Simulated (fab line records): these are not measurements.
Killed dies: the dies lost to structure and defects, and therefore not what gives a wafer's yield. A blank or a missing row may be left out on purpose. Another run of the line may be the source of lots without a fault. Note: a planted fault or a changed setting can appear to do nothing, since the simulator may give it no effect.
One fault through the eyes of 2 desks	flow sky130	every desk sees just its own numbers, and what lay behind them comes last

== FOR THE TOOL OWNER'S DESK: litho-track-04 ==
The tool's own readings at SKY_VIA3_COAT_07 (resist thk 450 nm): means of the sampled wafers that have a number, for each lot that ran on this tool. If a lot's mean is further than 4 standard deviations from the usual mean, the lot is out of limits and carries the mark OUT (the distance appears in the brackets).
Columns: A = spin-speed-rpm at SKY_VIA3_COAT_07, usual 3000.2 rpm
lot	first seen here	A
L585	day 39 14:00	2997.7
L588	day 41 19:00	3003.0
L591	day 41 23:00	2999.6
L593	day 42 04:00	3000.0
L594	day 42 11:00	3331.2 (+99 or more) OUT
L598	day 43 13:00	3330.4 (+99 or more) OUT
Finding of this desk: L594, L598 out of limits; the first was L594 at day 42 11:00, on spin-speed-rpm at SKY_VIA3_COAT_07. Within limits: L585, L588, L591, L593.

== FROM THE METROLOGY DESK ==
Means of the sampled wafers that have a number, per lot and without regard to the tool the lot ran on: this is what the gauges read. If a lot's mean is further than 4 standard deviations from the usual mean, the lot is out of limits and carries the mark OUT (the distance appears in the brackets).
Columns: A = POLY_GATE_OVL at SKY_POLY_GATE_OVL_MEAS_14, usual -3 nm; B = PASSIVATION_CVD_02_THK at SKY_PASSIVATION_THK_MEAS_03, usual 540 nm
lot	first seen here	A	B
L584	day 16 16:16	-1	544
L585	day 16 23:29	-9	545
L587	day 18 09:44	-11	545
L588	day 19 11:02	-7	541
L591	day 20 00:28	3	535
L593	day 20 12:01	-6	540
L594	day 20 18:38	-1	536
L595	day 21 08:04	-5	543
L596	day 21 16:49	-0	543
L598	day 22 02:34	1	540
L605	day 24 11:40	-4	537
This desk's finding: nothing out of limits on any of the 11 lots.

== BROUGHT TOGETHER ==
At day 42 11:00, on L594, L598, the tool owner's desk was in a position to raise an alarm.
From the metrology desk's view, nothing was out of limits.
The metrology desk has L594, L598 on record, within its limits.
SKY_VIA3_COAT_07 was run on litho-track-04 by each of the lots named.

== WHAT THE SIMULATOR PUT IN ==
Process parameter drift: litho-track-04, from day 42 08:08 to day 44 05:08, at SKY_VIA3_COAT_07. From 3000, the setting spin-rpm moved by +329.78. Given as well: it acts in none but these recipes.
Shown lots that were struck: L594, L598.
Each desk's first reading out of limits, in hours after the fault started: the tool owner's desk, 3.
